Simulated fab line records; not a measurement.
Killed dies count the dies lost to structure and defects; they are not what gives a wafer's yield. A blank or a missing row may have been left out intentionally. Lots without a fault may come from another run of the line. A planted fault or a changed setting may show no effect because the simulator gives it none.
A lot that was struck, set against a sound lot / flow sfq line / 17 out of 325 route steps
Sound: wafers L819.3, L819.5, L819.6. Struck: wafer L825.2 (left out: L825.3, L825.6 of the same lot, which were not struck); the cause appears at the end.
Per side, at each step with rows, come the tool, then ch with its chambers, and then its first start. Under that, the readings that differ: sound wafers / struck wafers / difference of the means / sigmas: that difference in standard deviations of wafers without a fault.
alike: a reading whose means differ by less than 2 such deviations, as well as words and numbers matching on both sides. not compared: withheld readings; readings where some wafer has no value; bounds like >300 that might hide an equal value; numbers whose values overlap and for which the record gives no deviation.
A row with sigmas, a row that says differs or no value, or rows on one side alone: a step with any of these is where the two part. Numbers that have no deviation but don't overlap get no sigmas and don't part them. Lack of a reading on every wafer of one side parts them only where that side has two or more wafers.

SFQ_TRILAYER_I7_VIA_STRIP_STRIP_191: strips in O2.
  sound on rie metal-01 ch 0,1, day 75 19:27; struck on rie metal-02 ch 1, day 78 00:13
reading=rf hours counter h (h); sound=- - -; struck=80; difference=no value on the sound wafers; sigmas=
  alike: drypump motor current A, oes product au
then, 8 steps without rows for these wafers: SFQ_TRILAYER_I7_VIA_STRIP_SOLV_CLEAN_192 (cleans in NMP, time 600 s); SFQ_TRILAYER_M8_LITHO_LOR_COAT_197; SFQ_TRILAYER_M8_LITHO_LOR_BAKE_198; SFQ_TRILAYER_M8_LITHO_COAT_193 (resist thk 600 nm); SFQ_TRILAYER_M8_LITHO_SOFTBAKE_199; SFQ_TRILAYER_M8_LITHO_EXPOSE_194 (exposes mask M8, target cd 2000 nm); SFQ_TRILAYER_M8_LITHO_PEB_196 (peb time 60 s); SFQ_TRILAYER_M8_LITHO_DEVELOP_195 (img clear 15 s, time 55 s).
-- the record jumps here: 3 days lie between the struck wafers' starts before and after --
SFQ_M8_OVL_MEAS_948:
  struck on overlay-01, day 81 08:35; sound on overlay-02, day 79 07:31
  alike: M8_OVL
then, 2 steps without rows for these wafers: SFQ_TRILAYER_M8_DEP_EVAP_197 (material Ti, target thk 20 nm, time 100 s); SFQ_TRILAYER_M8_DEP_EVAP_198 (material Pt, target thk 50 nm, time 250 s).
SFQ_TRILAYER_M8_DEP_EVAP_196: material Au, target thk 180 nm, time 900 s.
  struck on pvd sputter-01, day 81 08:51; sound on pvd sputter-01, day 79 07:47
reading=model.Au_of_TRILAYER_M8_DEP_EVAP_196.thk nm (nm); sound=178.5 179.9 179.4; struck=215.4; difference=+36.1; sigmas=
SFQ_M8_RS_MEAS_949: uses a four-point probe to measure.
  struck on film metro-04, day 81 09:23; sound on film metro-03, day 79 08:20
reading=M8_AU_RS (ohm/sq); sound=0.1551 0.1538 0.1544; struck=0.1281; difference=-0.0263; sigmas=-18
SFQ_M8_THK_MEAS_950: measures by xrf.
  struck on film metro-04, day 81 09:30; sound on film metro-03, day 79 08:26
reading=M8_AU_THK (nm); sound=178.0 179.4 177.9; struck=211.9; difference=+33.5; sigmas=+17
then, 1 step without rows for these wafers: SFQ_TRILAYER_M8_LIFTOFF_LIFTOFF_197 (chemistry NMP, time 600 s).
SFQ_M8_BOW_MEAS_951:
  struck on film metro-02, day 81 09:44; sound on film metro-04, day 79 08:42
reading=model.etest.m8.ohm sq; sound=0.1548 0.1536 0.154; struck=0.1283; difference=-0.0258; sigmas=
  alike: M8_BOW
  not compared: model.etest.i7.link ohm

== WHERE THEY PART ==
Last at SFQ_M8_THK_MEAS_950 as far as this record goes, first at SFQ_TRILAYER_I7_VIA_STRIP_STRIP_191. Later steps at which nothing parts them and some readings are alike: SFQ_M8_BOW_MEAS_951.

WHY: what had been put in by the simulator
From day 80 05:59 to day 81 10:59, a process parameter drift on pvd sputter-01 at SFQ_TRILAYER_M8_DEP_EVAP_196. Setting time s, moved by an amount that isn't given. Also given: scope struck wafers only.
